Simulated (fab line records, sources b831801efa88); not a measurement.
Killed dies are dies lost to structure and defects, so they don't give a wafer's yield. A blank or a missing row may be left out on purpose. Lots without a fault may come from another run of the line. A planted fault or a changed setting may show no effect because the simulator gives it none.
Chamber matching | flow sfq_line | SFQ_TRILAYER_I3_VIA_BARC_OPEN_VIA_ETCH_121 on rie_diel-03: 4 sister chambers
The step etches BARC in O2, target depth 125 nm, time 41.7 s. 14 wafers are shown with their chamber, then 7 later ones without.

WAFERS WITH THEIR CHAMBER
wafer  | chamber | drypump_motor_current_A (A) | oes_product_au (a.u.)
L849.1 | 1       | 6.5                         | 0.686
L849.2 | 0       | 5.1                         | 0.685
L849.5 | 2       | 6.5                         | 0.688
L857.2 | 2       | 6.5                         | 0.674
L857.3 | 1       | 6.5                         | 0.690
L857.4 | 3       | 5.2                         | 0.677
L861.1 | 3       | 5.2                         | 0.679
L861.3 | 1       | 6.5                         | 0.692
L861.4 | 2       | 6.5                         | 0.680
L865.1 | 2       | 6.5                         | 0.684
L865.5 | 3       | 5.3                         | 0.686
L865.6 | 2       | 6.5                         | 0.679
L868.1 | 3       | 5.2                         | 0.681
L868.5 | 3       | 5.2                         | 0.679

SIGNATURES (means of the wafers above)
reading                 | chamber 0 | chamber 1 | chamber 2 | chamber 3 | scatter within a chamber
drypump_motor_current_A | 5.100     | 6.500     | 6.500     | 5.220     | 0.0283
oes_product_au          | 0.68500   | 0.68933   | 0.68100   | 0.68040   | 0.00422
Rule: a wafer's distance from a chamber is the root of the sum, over the readings, of the square of ((its reading less the chamber's mean) divided by the reading's scatter). The wafer belongs to the nearest chamber; if the next one is less than 2 further off, it can't be placed. The scatter: the root of (the sum of the squares of (reading less its chamber's mean) over the shown wafers, divided by (wafers less chambers)).

WAFERS WITHOUT THEIR CHAMBER
wafer  | drypump_motor_current_A (A) | oes_product_au (a.u.)
L868.6 | 5.1                         | 0.686
L869.1 | 5.1                         | 0.691
L869.3 | 6.5                         | 0.700
L869.5 | 5.2                         | 0.687
L872.2 | 5.2                         | 0.684
L872.3 | 5.1                         | 0.690
L872.4 | 6.5                         | 0.682

WHICH CHAMBER EACH WENT THROUGH
wafer  | from the rows above     | in truth
L868.6 | 0                       | 0
L869.1 | 0                       | 0
L869.3 | can't be placed: 1 or 2 | 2
L869.5 | can't be placed: 3 or 0 | 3
L872.2 | 3                       | 3
L872.3 | 0                       | 0
L872.4 | can't be placed: 2 or 1 | 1
Placed correctly: 4 of 7. Can't be placed from these rows: 3 (the true chamber is among the candidates in 3). Placed wrongly: 0.
